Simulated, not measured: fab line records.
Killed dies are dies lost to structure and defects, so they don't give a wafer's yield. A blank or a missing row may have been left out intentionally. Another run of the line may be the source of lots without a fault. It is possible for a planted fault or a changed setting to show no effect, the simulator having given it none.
What tool caused it?	flow gf180mcu	11 lots, 33 wafers sampled, at 5 steps of a route of 602

WHAT THE GAUGES READ, wafer by wafer
GF_CONTACT_THK_MEAS_03. Usual: CONTACT_CVD_02_THK gives 860 nm (standard deviation 12).
lot	measured	on	CONTACT_CVD_02_THK (nm)	flag
L823	day 15 23:49	film_metro-04	839 835 855	
L826	day 17 00:08	film_metro-03	837 854 868	
L827	day 17 09:02	film_metro-04	856 875 862	
L831	day 18 18:39	film_metro-04	854 867 867	
L835	day 20 07:32	film_metro-01	851 864 870	
L838	day 21 07:44	film_metro-04	848 845 861	
L839	day 21 17:39	film_metro-03	841 855 853	
L840	day 22 02:27	film_metro-04	859 861 868	
L841	day 22 05:01	film_metro-04	859 866 853	
L843	day 22 21:32	film_metro-01	850 871 860	
L844	day 23 06:49	film_metro-04	851 860 874	

GF_V1_THK_MEAS_03. Usual: V1_CVD_02_THK gives 851 nm (standard deviation 11).
lot	measured	on	V1_CVD_02_THK (nm)	flag
L823	day 18 00:07	film_metro-02	836 851 838	
L831	day 20 22:10	film_metro-02	846 858 867	
L835	day 22 10:18	film_metro-01	845 834 846	
L838	day 23 09:17	film_metro-01	838 859 862	
L839	day 23 18:20	film_metro-02	857 863 850	
L840	day 24 02:43	film_metro-02	848 847 832	
L841	day 24 05:41	film_metro-03	848 853 857	
L843	day 24 20:52	film_metro-01	842 852 852	
L844	day 25 06:11	film_metro-03	835 870 871	

WHICH TOOL RAN EACH LOT (tool, then ch and the chambers of the sampled wafers, then the start)
lot	GF_CONTACT_SPUTTER_23	GF_M1_METAL_ETCH_16	GF_M1_STRIP_17
L823	pvd_sputter-03, day 16 23:30	rie_metal-03 ch 0,1, day 17 23:13	plasma_asher-01 ch 0,1, day 17 23:21
L826	pvd_sputter-02, day 18 00:40	rie_metal-04 ch 1, day 19 01:18	plasma_asher-03 ch 0,1, day 19 01:30
L827	pvd_sputter-01, day 18 09:20	rie_metal-01 ch 0,1, day 19 11:10	plasma_asher-01 ch 0,1, day 19 11:17
L831	pvd_sputter-03, day 19 20:47	rie_metal-03 ch 0,1, day 20 21:19	plasma_asher-02 ch 0,1, day 20 21:26
L835	pvd_sputter-03, day 21 08:52	rie_metal-04 ch 1, day 22 09:19	plasma_asher-03 ch 0,1, day 22 09:34
L838	pvd_sputter-02, day 22 08:29	rie_metal-03 ch 0,1, day 23 08:22	plasma_asher-01 ch 0,1, day 23 08:30
L839	pvd_sputter-03, day 22 18:05	rie_metal-04 ch 0, day 23 17:26	plasma_asher-01 ch 0,1, day 23 17:36
L840	pvd_sputter-01, day 23 02:25	rie_metal-01 ch 0,1, day 24 01:43	plasma_asher-03 ch 0,1, day 24 01:50
L841	pvd_sputter-03, day 23 05:03	rie_metal-04 ch 0,1, day 24 04:43	plasma_asher-02 ch 0,1, day 24 04:51
L843	pvd_sputter-02, day 23 21:12	rie_metal-01 ch 0,1, day 24 19:58	plasma_asher-02 ch 0, day 24 20:05
L844	pvd_sputter-03, day 24 06:41	rie_metal-04 ch 0,1, day 25 05:19	plasma_asher-03 ch 0,1, day 25 05:27
- GF_CONTACT_SPUTTER_23: material TiN, target thk 10 nm, time 40 s.
- GF_M1_METAL_ETCH_16: etches the open film in Cl2/BCl3, stops on SiO2, target depth 750.8 nm, time 125.1 s.
- GF_M1_STRIP_17: strips in O2/N2.

AS READ BY THE TOOLS THEMSELVES (means over the sampled wafers that have a number; for cases with no such wafer, the mark the record gives instead)
GF_CONTACT_SPUTTER_23. Usual: throttle_valve_pct at 30.1 %, with a standard deviation of 0.72.
lot	tool	throttle_valve_pct (%)	flag
L823	pvd_sputter-03	30.5	
L826	pvd_sputter-02	30.1	
L827	pvd_sputter-01	30.5	
L831	pvd_sputter-03	30.3	
L835	pvd_sputter-03	29.8	
L838	pvd_sputter-02	29.9	
L839	pvd_sputter-03	30.1	
L840	pvd_sputter-01	30.2	
L841	pvd_sputter-03	29.7	
L843	pvd_sputter-02	29.7	
L844	pvd_sputter-03	30.4	

GF_M1_METAL_ETCH_16. Usual: bcl3_flow_sccm 40.02 sccm, standard deviation 0.13; bias_w 142.2 W, standard deviation 0.41; drypump_motor_current_A 5.6 A, standard deviation 0.34; oes_product_au 0.993 a.u., standard deviation 0.0054; throttle_valve_pct 28.226 %, standard deviation 0.01.
lot	tool	bcl3_flow_sccm (sccm)	bias_w (W)	drypump_motor_current_A (A)	oes_product_au (a.u.)	throttle_valve_pct (%)	flag
L823	rie_metal-03	39.90	142.7	5.7	0.988	28.227	
L826	rie_metal-04	-	-	-	-	-	OFF
L827	rie_metal-01	-	-	-	-	-	OFF
L831	rie_metal-03	40.05	141.9	5.7	0.995	28.219	
L835	rie_metal-04	39.99	142.6	5.9	0.990	28.228	
L838	rie_metal-03	39.98	142.4	5.7	0.989	28.226	
L839	rie_metal-04	40.07	141.5	5.3	0.995	28.227	
L840	rie_metal-01	40.06	142.3	5.2	0.994	28.227	
L841	rie_metal-04	39.91	142.1	5.7	0.989	28.237	
L843	rie_metal-01	40.04	141.6	5.5	0.983	28.224	
L844	rie_metal-04	40.04	142.8	5.5	0.987	28.231	

GF_M1_STRIP_17. Usual: drypump_motor_current_A 5.9 A, standard deviation 0.61; heater_power_w 348 W, standard deviation 35; n2_flow_sccm 300.0 sccm, standard deviation 0.97; oes_product_au 0.537 a.u., standard deviation 0.0049; strip_time_to_endpoint_s 7.37 s, standard deviation 0.047.
lot	tool	drypump_motor_current_A (A)	heater_power_w (W)	n2_flow_sccm (sccm)	oes_product_au (a.u.)	strip_time_to_endpoint_s (s)	flag
L823	plasma_asher-01	6.5	351	300.1	0.541	7.36	
L826	plasma_asher-03	5.1	340	300.5	0.658	10.23	OFF
L827	plasma_asher-01	6.5	358	300.1	0.662	10.17	OFF
L831	plasma_asher-02	6.1	341	299.9	0.537	7.35	
L835	plasma_asher-03	5.0	342	299.3	0.537	7.40	
L838	plasma_asher-01	6.6	358	298.8	0.537	7.38	
L839	plasma_asher-01	6.5	359	300.1	0.535	7.30	
L840	plasma_asher-03	5.0	344	300.4	0.541	7.41	
L841	plasma_asher-02	6.1	339	299.2	0.537	7.42	
L843	plasma_asher-02	6.0	294	300.7	0.539	7.40	
L844	plasma_asher-03	5.0	346	300.2	0.541	7.45	

THE ANSWER, worked out from the rows above alone
Rule: lot off if the mean of its wafers having a number is beyond 3 standard deviations from the usual mean. A lot without any number at a reading at which 4 lots or more have one is off too. Where the step has rows for the other lots, those lots are counted as sound. First the gauges in route order, then the tools' own readings, where a lot's mean is used as printed above. At the first step where some lot is off, the reading lying furthest off is the one used; lots without a number count as furthest.
Off at GF_M1_METAL_ETCH_16 (bcl3_flow_sccm): L826, L827. Without a number there: L826, L827.
If a tool, at that step or one of the process steps before it, ran each lot that is off and ran no sound lot following the first of them, it fits. Of those tried, none fits.

WHAT THE SIMULATOR HAD INSERTED
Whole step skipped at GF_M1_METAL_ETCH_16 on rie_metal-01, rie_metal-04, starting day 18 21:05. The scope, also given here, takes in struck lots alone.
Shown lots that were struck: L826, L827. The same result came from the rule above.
